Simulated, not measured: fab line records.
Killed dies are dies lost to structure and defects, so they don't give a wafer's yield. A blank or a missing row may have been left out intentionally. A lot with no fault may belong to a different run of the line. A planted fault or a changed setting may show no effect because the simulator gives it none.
A single fault, viewed from 2 desks -- flow sky130 -- each desk has only its own numbers; what lay behind them comes last

## TOOL OWNER'S DESK, pvdSputter-04
The tool's own readings at SKY_METAL4_SPUTTER_00 (material Ti, target thk 15 nm, time 10 s): means of the sampled wafers that have a number, for each lot that ran on this tool. Marked OUT: a lot whose mean sits more than 4 standard deviations from the usual mean, which makes it out of limits; the brackets give that distance.
Columns: A = throttleValvePct at SKY_METAL4_SPUTTER_00, usual 29.5 %
lot,first seen here,A
L549,day 41 04:53,28.8
L557,day 42 23:29,28.1
L559,day 43 02:56,30.1
L561,day 43 20:26,28.6
This desk's finding: nothing out of limits on any of the 4 lots.

## AT THE METROLOGY DESK
What the gauges read, lot by lot, whatever tool the lot ran on: means of the sampled wafers that have a number. Marked OUT: a lot whose mean sits more than 4 standard deviations from the usual mean, which makes it out of limits; the brackets give that distance.
Columns: A = VIA3_OVL at SKY_VIA3_OVL_MEAS_13, usual 3 nm; B = VIA3_W_RS at SKY_VIA3_RS_MEAS_22, usual 0.2944 ohm/sq; C = VIA3_W_THK at SKY_VIA3_THK_MEAS_23, usual 388 nm
lot,first seen here,A,B,C
L549,day 41 03:29,-0,0.2925,387
L551,day 41 05:22,-7,0.2938,385
L557,day 42 22:04,1,0.2937,392
L559,day 43 01:31,14,0.2923,389
L561,day 43 19:02,0,0.2982,380
L568,day 45 06:18,2,0.2927,390
L570,day 45 12:34,6,0.2948,387
This desk's finding: nothing out of limits on any of the 7 lots.

## BROUGHT TOGETHER
The desk of the tool owner found nothing out of limits.
From the metrology desk's view, nothing was out of limits.

## WHAT THE SIMULATOR HAD INSERTED
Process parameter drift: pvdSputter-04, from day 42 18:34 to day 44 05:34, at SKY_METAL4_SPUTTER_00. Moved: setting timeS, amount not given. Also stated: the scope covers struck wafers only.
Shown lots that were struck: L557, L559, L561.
